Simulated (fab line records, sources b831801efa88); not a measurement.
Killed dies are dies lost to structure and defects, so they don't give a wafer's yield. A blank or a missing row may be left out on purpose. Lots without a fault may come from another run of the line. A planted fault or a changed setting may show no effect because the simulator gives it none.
Which tool did it? | flow sky130 | 12 lots, 36 wafers sampled, at 6 steps of a route of 708

WHAT THE GAUGES READ, wafer by wafer
SKY_VT_ADJUST_NCORE_CD_MEAS_07: target cd 380 nm.
lot  | measured     | on        | cd_nm (nm)
L884 | day 9 07:26  | cd_sem-01 | 377.9 377.2 378.1
L885 | day 9 08:39  | cd_sem-02 | 380.6 380.5 380.8
L886 | day 9 17:09  | cd_sem-01 | 376.0 377.3 377.9
L887 | day 9 20:46  | cd_sem-02 | - - -
L896 | day 12 15:27 | cd_sem-02 | 377.2 375.9 375.2
L898 | day 13 02:45 | cd_sem-02 | 383.4 381.6 380.2
L899 | day 13 05:24 | cd_sem-02 | 378.0 377.7 375.9
L901 | day 13 19:31 | cd_sem-02 | 380.0 379.4 377.6
L902 | day 14 00:06 | cd_sem-02 | 378.2 379.8 379.5
L903 | day 14 09:43 | cd_sem-01 | 378.9 379.9 379.1
L904 | day 14 15:17 | cd_sem-01 | 383.5 382.4 383.6
L906 | day 15 12:48 | cd_sem-01 | 380.2 380.9 380.4

SKY_VT_ADJUST_NCORE_TW_MEAS_11.
lot  | measured     | on            | VT_ADJUST_NCORE_TW
L884 | day 9 07:50  | film_metro-03 | 215.9 215.2 215.4
L885 | day 9 09:03  | film_metro-02 | 222.2 222.7 221.9
L886 | day 9 17:33  | film_metro-02 | 221.8 221.1 222.2
L887 | day 9 21:10  | film_metro-01 | 30.0 30.2 30.0 30.0 29.9 30.1
L896 | day 12 15:52 | film_metro-01 | 220.9 220.1 220.1
L898 | day 13 03:10 | film_metro-03 | 215.7 216.2 215.1
L899 | day 13 05:48 | film_metro-01 | 219.7 220.6 220.0
L901 | day 13 20:04 | film_metro-03 | 215.9 215.7 215.0
L902 | day 14 00:31 | film_metro-03 | 216.0 216.2 215.2
L903 | day 14 10:07 | film_metro-02 | 221.6 219.4 219.6
L904 | day 14 15:41 | film_metro-01 | 219.8 219.8 218.7
L906 | day 15 13:12 | film_metro-01 | 220.4 220.2 221.7

SKY_LOCAL_INTERCONNECT_RS_MEAS_01: measures by four-point-probe.
lot  | measured     | on            | LOCAL_INTERCONNECT_TIN_RS (ohm/sq)
L884 | day 30 13:47 | film_metro-03 | 14.18 14.04 14.10
L885 | day 30 13:20 | film_metro-03 | 14.01 14.15 14.06
L886 | day 31 00:15 | film_metro-03 | 14.01 14.03 13.90
L896 | day 34 08:59 | film_metro-03 | 14.07 14.13 14.28
L898 | day 34 18:32 | film_metro-01 | 14.40 14.34 14.27
L899 | day 34 18:56 | film_metro-03 | 14.16 14.09 14.12
L901 | day 35 11:49 | film_metro-03 | 14.21 14.48 14.30
L902 | day 35 16:48 | film_metro-01 | 14.34 14.42 14.26
L903 | day 36 01:19 | film_metro-04 | 14.21 14.28 14.19
L904 | day 36 06:48 | film_metro-01 | 14.27 13.96 14.16
L906 | day 37 00:51 | film_metro-01 | 14.54 14.74 14.45

SKY_LOCAL_INTERCONNECT_THK_MEAS_02: measures by xrf.
lot  | measured     | on            | LOCAL_INTERCONNECT_TIN_THK (nm)
L884 | day 30 13:55 | film_metro-03 | 99.6 100.9 100.9
L885 | day 30 13:27 | film_metro-03 | 101.4 100.1 100.7
L886 | day 31 00:22 | film_metro-03 | 101.4 101.4 102.3
L896 | day 34 09:07 | film_metro-03 | 101.0 100.8 99.9
L898 | day 34 18:39 | film_metro-01 | 97.7 98.3 98.9
L899 | day 34 19:02 | film_metro-03 | 100.0 101.1 100.5
L901 | day 35 11:55 | film_metro-03 | 100.2 98.5 99.9
L902 | day 35 16:55 | film_metro-01 | 98.8 98.6 99.3
L903 | day 36 01:26 | film_metro-04 | 99.8 99.3 100.1
L904 | day 36 06:55 | film_metro-01 | 99.6 101.5 100.0
L906 | day 37 00:58 | film_metro-01 | 96.7 95.8 97.5

SKY_LOCAL_INTERCONNECT_OVL_MEAS_12.
lot  | measured     | on         | LOCAL_INTERCONNECT_OVL (nm)
L884 | day 31 18:34 | overlay-02 | 7 2 9
L885 | day 31 18:13 | overlay-02 | 8 5 10
L886 | day 32 05:13 | overlay-01 | 0 -3 1
L896 | day 35 12:01 | overlay-02 | -13 -12 -8
L898 | day 35 22:07 | overlay-02 | -3 2 -1
L899 | day 35 22:08 | overlay-01 | 12 12 7
L901 | day 36 14:35 | overlay-02 | 0 4 0
L902 | day 36 20:04 | overlay-02 | -7 5 -5
L903 | day 37 03:43 | overlay-01 | 3 19 16
L904 | day 37 09:13 | overlay-01 | -2 -7 -4
L906 | day 38 03:32 | overlay-01 | 3 -5 7

WHICH TOOL RAN EACH LOT (tool, then ch and the chambers of the sampled wafers, then the start)
lot  | SKY_VT_ADJUST_NCORE_EXPOSE_04
L884 | iline_stepper-02 ch 0, day 8 21:07
L885 | iline_stepper-02 ch 0, day 8 21:59
L886 | iline_stepper-01 ch 0, day 9 05:50
L887 | iline_stepper-02 ch 0, day 9 09:12
L896 | iline_stepper-01 ch 0, day 12 03:48
L898 | iline_stepper-01 ch 0, day 12 14:30
L899 | iline_stepper-02 ch 0, day 12 16:08
L901 | iline_stepper-02 ch 0, day 13 06:52
L902 | iline_stepper-02 ch 0, day 13 11:42
L903 | iline_stepper-01 ch 0, day 13 20:24
L904 | iline_stepper-02 ch 0, day 14 02:43
L906 | iline_stepper-02 ch 0, day 14 22:29
- SKY_VT_ADJUST_NCORE_EXPOSE_04: exposes mask LVTN COMPLEMENT THIN, target cd 380 nm.

WHAT THE TOOLS THEMSELVES READ (means of the sampled wafers that have a number; where no wafer has one, the mark that the record gives instead)
The record holds no such reading with a usual standard deviation.

THE ANSWER, worked out from the rows above alone
Rule: what is usual is taken from the lots themselves. Put in order of their means at a reading, lots are off if they are a third of the lots or fewer, leave a main group of 4 or more, and stand apart from it by a gap of 3 or more times the standard deviation of the main group's means; of several such gaps the widest counts. A main group whose means are all the same, to the digits that the tables above print for the reading, isn't used. A lot without any number at a reading at which 4 lots or more have one is off too. The other lots that the step has rows for count as sound. The gauges are gone through in route order, then the tools' own readings, and for those a lot's mean is taken as printed above. The first step at which some lot is off is used, and at that step the reading that is off furthest; a lot without a number counts as furthest.
Off: L887, at SKY_VT_ADJUST_NCORE_CD_MEAS_07 (cd_nm). Without a number there: L887. The main group: mean 379.2 nm, standard deviation 2.1.
A tool fits if, at a process step before that reading, it ran every lot that is off, and no sound lot after the first of them. The gauges at SKY_VT_ADJUST_NCORE_CD_MEAS_07 aren't tried: what is off there is off at SKY_VT_ADJUST_NCORE_TW_MEAS_11 too, on other tools, and a gauge's error can't cause that. None of those tried fits.

WHAT THE SIMULATOR HAD PUT IN
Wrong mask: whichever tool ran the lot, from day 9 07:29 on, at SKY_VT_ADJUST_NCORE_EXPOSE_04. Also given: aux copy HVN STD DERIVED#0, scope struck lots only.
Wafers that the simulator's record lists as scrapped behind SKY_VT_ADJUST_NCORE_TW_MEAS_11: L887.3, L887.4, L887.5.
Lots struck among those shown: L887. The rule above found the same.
